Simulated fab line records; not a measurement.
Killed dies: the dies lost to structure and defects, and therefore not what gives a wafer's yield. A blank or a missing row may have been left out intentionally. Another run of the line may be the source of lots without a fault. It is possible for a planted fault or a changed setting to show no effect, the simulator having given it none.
What tool caused it? :: flow gf180mcu :: Sampling: 12 lots, 36 wafers, 2 of 602 route steps

WHAT THE GAUGES SHOWED, per wafer
GF_M3_CD_MEAS_14 targets a cd of 280 nm.
lot: L075
measured: day 22 06:02
on: cd_sem-02
cd_nm (nm): 279.1 279.4 278.8

lot: L077
measured: day 22 21:47
on: cd_sem-01
cd_nm (nm): 280.3 280.2 281.0

lot: L079
measured: day 23 18:15
on: cd_sem-02
cd_nm (nm): 280.3 280.0 280.8

lot: L081
measured: day 24 17:40
on: cd_sem-02
cd_nm (nm): 279.5 279.8 280.1

lot: L083
measured: day 25 01:46
on: cd_sem-01
cd_nm (nm): 279.0 280.1 279.0

lot: L085
measured: day 25 13:22
on: cd_sem-01
cd_nm (nm): 279.5 278.8 280.0

lot: L087
measured: day 26 10:59
on: cd_sem-02
cd_nm (nm): 278.9 279.3 279.0

lot: L089
measured: day 26 22:26
on: cd_sem-02
cd_nm (nm): 278.7 279.7 278.0

lot: L091
measured: day 27 12:02
on: cd_sem-02
cd_nm (nm): 279.7 280.4 280.4

lot: L093
measured: day 28 02:54
on: cd_sem-02
cd_nm (nm): 279.6 280.0 279.9

lot: L095
measured: day 28 19:09
on: cd_sem-02
cd_nm (nm): 279.3 281.3 280.4

lot: L097
measured: day 29 02:34
on: cd_sem-02
cd_nm (nm): 281.0 280.9 281.2

EACH LOT AND THE TOOL THAT RAN IT (in order: tool; ch and the chambers of the sampled wafers; start)
lot: L075
GF_M3_SPUTTER_02: pvd_sputter-02, day 21 05:43

lot: L077
GF_M3_SPUTTER_02: pvd_sputter-04, day 21 21:49

lot: L079
GF_M3_SPUTTER_02: pvd_sputter-04, day 22 19:38

lot: L081
GF_M3_SPUTTER_02: pvd_sputter-02, day 23 19:13

lot: L083
GF_M3_SPUTTER_02: pvd_sputter-02, day 24 03:19

lot: L085
GF_M3_SPUTTER_02: pvd_sputter-01, day 24 15:35

lot: L087
GF_M3_SPUTTER_02: pvd_sputter-04, day 25 13:10

lot: L089
GF_M3_SPUTTER_02: pvd_sputter-04, day 26 01:22

lot: L091
GF_M3_SPUTTER_02: pvd_sputter-01, day 26 15:35

lot: L093
GF_M3_SPUTTER_02: pvd_sputter-04, day 27 06:30

lot: L095
GF_M3_SPUTTER_02: pvd_sputter-01, day 27 23:41

lot: L097
GF_M3_SPUTTER_02: pvd_sputter-04, day 28 07:14
- GF_M3_SPUTTER_02: material AlCu, target thk 450 nm, time 23.9 s.

THE ANSWER, worked out from the rows above alone
Rule: the lots themselves supply what counts as usual. The widest of any qualifying gaps counts: lots, ordered by their means at a reading, are off when they make up no more than a third of the lots, leave a main group of 4 or more, and stand apart from it by 3 or more times the standard deviation of that group's means. The tables above print the reading to a certain number of digits; a main group whose means all agree to those digits is not used. A lot without any number at a reading at which 4 lots or more have one is off too. Where the step has rows for the other lots, those lots are counted as sound.
Nothing can be told from this: no lot is off at any reading shown.

WHAT THE SIMULATOR HAD INSERTED
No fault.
